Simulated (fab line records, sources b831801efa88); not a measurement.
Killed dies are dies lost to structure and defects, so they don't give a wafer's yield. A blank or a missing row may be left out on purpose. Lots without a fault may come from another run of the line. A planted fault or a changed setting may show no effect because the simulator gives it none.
Chamber matching | flow gf180mcu | GF_STI_ETCH_13 on rie_diel-02: 4 sister chambers
The step etches the open film in CHF3/O2, stops on Si, target depth 282.31 nm, time 112.9 s. 8 wafers are shown with their chamber, then 8 later ones without.

WAFERS WITH THEIR CHAMBER
wafer  | chamber | oes_product_au (a.u.) | throttle_valve_pct (%)
L238.1 | 2       | 0.820                 | 8.825
L243.1 | 3       | 0.836                 | 8.811
L243.4 | 1       | 0.825                 | 8.819
L243.6 | 2       | 0.819                 | 8.790
L244.1 | 1       | 0.843                 | 8.822
L244.2 | 3       | 0.842                 | 8.797
L244.6 | 0       | 0.840                 | 8.808
L245.1 | 0       | 0.829                 | 8.806

WAFERS WITHOUT THEIR CHAMBER
wafer  | oes_product_au (a.u.) | throttle_valve_pct (%)
L245.3 | 0.828                 | 8.812
L245.5 | 0.829                 | 8.813
L248.2 | 0.825                 | 8.814
L248.5 | 0.834                 | 8.816
L248.6 | 0.833                 | 8.816
L250.3 | 0.826                 | 8.812
L250.4 | 0.830                 | 8.814
L250.5 | 0.837                 | 8.804

WHICH CHAMBER EACH WENT THROUGH
wafer  | from the rows above               | in truth
L245.3 | can't be placed: 0 or 1 or 2 or 3 | 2
L245.5 | can't be placed: 0 or 1 or 2 or 3 | 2
L248.2 | can't be placed: 2 or 1 or 0 or 3 | 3
L248.5 | can't be placed: 1 or 0 or 3 or 2 | 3
L248.6 | can't be placed: 1 or 0 or 3 or 2 | 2
L250.3 | can't be placed: 2 or 0 or 1 or 3 | 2
L250.4 | can't be placed: 1 or 0 or 3 or 2 | 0
L250.5 | can't be placed: 3 or 0 or 1      | 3
Placed correctly: 0 of 8. Can't be placed from these rows: 8 (the true chamber is among the candidates in 8). Placed wrongly: 0.
How it was worked out, from the rows above alone: a wafer's distance from a chamber is the root of the sum, over the readings, of the square of ((its reading less the chamber's mean) divided by the reading's scatter). The wafer belongs to the nearest chamber; if the next one is less than 2 further off, it can't be placed. A chamber's mean is the mean of its shown wafers. The scatter: the root of (the sum of the squares of (reading less its chamber's mean) over the shown wafers, divided by (wafers less chambers)).
